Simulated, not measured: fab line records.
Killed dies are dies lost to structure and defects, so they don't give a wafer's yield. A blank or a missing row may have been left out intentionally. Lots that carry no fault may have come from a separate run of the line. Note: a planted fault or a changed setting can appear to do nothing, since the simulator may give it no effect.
Chamber matching / flow gf180mcu / GF_SAB_CVD_00 on pecvd-01: 3 sister chambers
The step deposits SiO2 from TEOS, target thk 50 nm, time 4.9302 s. 3 wafers are shown with their chamber, then 7 later ones without.

EACH WAFER AND ITS CHAMBER
wafer=L293.5; chamber=2; heater-power-w (W)=591
wafer=L298.4; chamber=0; heater-power-w (W)=835
wafer=L304.5; chamber=1; heater-power-w (W)=568

WAFERS WITH NO CHAMBER GIVEN
wafer=L304.6; heater-power-w (W)=660
wafer=L305.1; heater-power-w (W)=589
wafer=L305.3; heater-power-w (W)=727
wafer=L305.5; heater-power-w (W)=581
wafer=L306.1; heater-power-w (W)=826
wafer=L306.4; heater-power-w (W)=547
wafer=L306.5; heater-power-w (W)=836

WHICH CHAMBER EACH WENT THROUGH
wafer=L304.6; from the rows above=can't be placed: 2 or 1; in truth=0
wafer=L305.1; from the rows above=can't be placed: 2 or 1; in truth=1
wafer=L305.3; from the rows above=can't be placed: 0 or 2 or 1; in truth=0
wafer=L305.5; from the rows above=can't be placed: 2 or 1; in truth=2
wafer=L306.1; from the rows above=0; in truth=0
wafer=L306.4; from the rows above=can't be placed: 1 or 2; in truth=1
wafer=L306.5; from the rows above=0; in truth=0
2 of 7 placed correctly. Unplaceable from these rows: 5, with the true chamber sitting among the candidates in 4. 0 placed wrongly.
How it was worked out, from the rows above alone: a wafer's distance from a chamber is the root of the sum, over the readings, of the square of ((its reading less the chamber's mean) divided by the reading's scatter). The wafer belongs to the nearest chamber; if the next one is less than 2 further off, it can't be placed. The mean given for a chamber averages the wafers shown for that chamber. The scatter (one wafer shown for each chamber): square how far every hidden wafer sits from the nearest shown wafer, average those squares and take the square root.
